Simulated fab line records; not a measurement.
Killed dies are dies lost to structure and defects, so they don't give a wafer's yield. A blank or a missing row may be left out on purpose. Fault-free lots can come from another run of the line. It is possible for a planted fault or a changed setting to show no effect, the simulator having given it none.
Lot-split experiment / flow sky130 / 5 lots, 23 wafers read, on a route of 708 steps

SPLIT DETAILS
At SKY_LI_CONTACT_HDPCVD_00 (deposits PSG, target thk 930 nm, time 155 s), the setting timeS was moved away from the recipe's 155 s on 6 of the 23 wafers read, by -7.5% to +7.4%. All remaining wafers had this setting at the recipe value.

Between the split and the reading, the file records no step.

THE READING
LI_CONTACT_HDPCVD_THK at SKY_LI_CONTACT_THK_MEAS_01, in nm. Typical for fault-free wafers on this fab line: 929 nm, with standard deviation 8.7 nm.

wafer=L074.1; tool, chamber at the split=hdpcvd-02, 0; timeS as run, s=155; against the recipe=recipe; LI_CONTACT_HDPCVD_THK, nm=912; against lot-mates on the recipe=-
wafer=L074.3; tool, chamber at the split=hdpcvd-02, 1; timeS as run, s=155; against the recipe=recipe; LI_CONTACT_HDPCVD_THK, nm=915; against lot-mates on the recipe=-
wafer=L074.4; tool, chamber at the split=hdpcvd-02, 1; timeS as run, s=155; against the recipe=recipe; LI_CONTACT_HDPCVD_THK, nm=916; against lot-mates on the recipe=-
wafer=L074.5; tool, chamber at the split=hdpcvd-02, 0; timeS as run, s=155; against the recipe=recipe; LI_CONTACT_HDPCVD_THK, nm=899; against lot-mates on the recipe=-
wafer=L074.6; tool, chamber at the split=hdpcvd-02, 2; timeS as run, s=155; against the recipe=recipe; LI_CONTACT_HDPCVD_THK, nm=919; against lot-mates on the recipe=-
wafer=L075.1; tool, chamber at the split=hdpcvd-01, 0; timeS as run, s=166.5; against the recipe=+7.4%; LI_CONTACT_HDPCVD_THK, nm=1010; against lot-mates on the recipe=+72
wafer=L075.3; tool, chamber at the split=hdpcvd-01, 2; timeS as run, s=166.5; against the recipe=+7.4%; LI_CONTACT_HDPCVD_THK, nm=991; against lot-mates on the recipe=+53
wafer=L075.4; tool, chamber at the split=hdpcvd-01, 0; timeS as run, s=155; against the recipe=recipe; LI_CONTACT_HDPCVD_THK, nm=945; against lot-mates on the recipe=-
wafer=L075.5; tool, chamber at the split=hdpcvd-01, 1; timeS as run, s=166.5; against the recipe=+7.4%; LI_CONTACT_HDPCVD_THK, nm=985; against lot-mates on the recipe=+47
wafer=L075.6; tool, chamber at the split=hdpcvd-01, 2; timeS as run, s=155; against the recipe=recipe; LI_CONTACT_HDPCVD_THK, nm=931; against lot-mates on the recipe=-
wafer=L078.2; tool, chamber at the split=hdpcvd-01, 0; timeS as run, s=155; against the recipe=recipe; LI_CONTACT_HDPCVD_THK, nm=933; against lot-mates on the recipe=-
wafer=L078.3; tool, chamber at the split=hdpcvd-01, 2; timeS as run, s=155; against the recipe=recipe; LI_CONTACT_HDPCVD_THK, nm=918; against lot-mates on the recipe=-
wafer=L078.4; tool, chamber at the split=hdpcvd-01, 1; timeS as run, s=155; against the recipe=recipe; LI_CONTACT_HDPCVD_THK, nm=930; against lot-mates on the recipe=-
wafer=L078.5; tool, chamber at the split=hdpcvd-01, 2; timeS as run, s=155; against the recipe=recipe; LI_CONTACT_HDPCVD_THK, nm=926; against lot-mates on the recipe=-
wafer=L078.6; tool, chamber at the split=hdpcvd-01, 0; timeS as run, s=155; against the recipe=recipe; LI_CONTACT_HDPCVD_THK, nm=946; against lot-mates on the recipe=-
wafer=L079.1; tool, chamber at the split=hdpcvd-02, 2,0; timeS as run, s=155; against the recipe=recipe; LI_CONTACT_HDPCVD_THK, nm=934; against lot-mates on the recipe=-
wafer=L079.2; tool, chamber at the split=hdpcvd-02, 1; timeS as run, s=155; against the recipe=recipe; LI_CONTACT_HDPCVD_THK, nm=939; against lot-mates on the recipe=-
wafer=L079.3; tool, chamber at the split=hdpcvd-02, 2,0; timeS as run, s=155; against the recipe=recipe; LI_CONTACT_HDPCVD_THK, nm=934; against lot-mates on the recipe=-
wafer=L081.2; tool, chamber at the split=hdpcvd-02, 0; timeS as run, s=143.4; against the recipe=-7.5%; LI_CONTACT_HDPCVD_THK, nm=865; against lot-mates on the recipe=-54
wafer=L081.3; tool, chamber at the split=hdpcvd-02, 1; timeS as run, s=155; against the recipe=recipe; LI_CONTACT_HDPCVD_THK, nm=922; against lot-mates on the recipe=-
wafer=L081.4; tool, chamber at the split=hdpcvd-02, 2; timeS as run, s=143.4; against the recipe=-7.5%; LI_CONTACT_HDPCVD_THK, nm=852; against lot-mates on the recipe=-67
wafer=L081.5; tool, chamber at the split=hdpcvd-02, 1; timeS as run, s=155; against the recipe=recipe; LI_CONTACT_HDPCVD_THK, nm=916; against lot-mates on the recipe=-
wafer=L081.6; tool, chamber at the split=hdpcvd-02, 0; timeS as run, s=143.4; against the recipe=-7.5%; LI_CONTACT_HDPCVD_THK, nm=857; against lot-mates on the recipe=-62
If several chambers appear in one row, that row covers several wafers at once and the file leaves open which wafer was in which chamber.

FIT RESULTS
A straight line over all 23 wafers: LI_CONTACT_HDPCVD_THK changes by +9.21 nm for each +1% of timeS; r = +0.95; the points scatter about the line by 12 nm.
The same after taking each lot's own level away (the mean of its wafers on the recipe; 23 wafers): +7.94 nm for each +1%; r = +0.97; scatter 7.7 nm.
Per that fit: largest timeS move, reading shift of 59 nm.
The span of the lots' own levels, 912.2 to 938.0 nm, comes to 3.0 times the standard deviation stated above.
In other words, the slope is changed by the lot-to-lot level; the two fits disagree.
Check: with one of the wafers moved furthest among these (-7.5%) left out of the fit, the line predicts -61.4 nm for it against its lot-mates. Against them it came out at -54 nm.

ADDITIONAL SPLITS CARRIED BY THESE WAFERS
Note: prior to the reading, these wafers also went through further splits. Each is held against what the fit with the lots' levels taken away leaves over:
other split on the same wafers=SKY_SD_N_IMPLANT_09 energyKev; wafers away from the commonest value=10; r with LI_CONTACT_HDPCVD_THK (lot level and that fit taken away)=-0.15

THE WHOLE CHAIN: every reading that the file lists as answering this split, in the file's order
step=SKY_LI_CONTACT_HDPCVD_00; what it does=deposits PSG, target thk 930 nm, time 155 s; reading=PSG_of_LI_CONTACT_HDPCVD_00.thkNm (the simulator's own value, which no gauge read); change (the file's fit)=+7.93 nm for each +1% of the setting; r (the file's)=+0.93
step=SKY_LI_CONTACT_THK_MEAS_01; what it does=; reading=LI_CONTACT_HDPCVD_THK; change (the file's fit)=+7.98 for each +1% of the setting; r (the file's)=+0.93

THE FILE'S OWN FIT
LI_CONTACT_HDPCVD_THK changes by +7.98 nm for each +1% of timeS, r = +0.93.
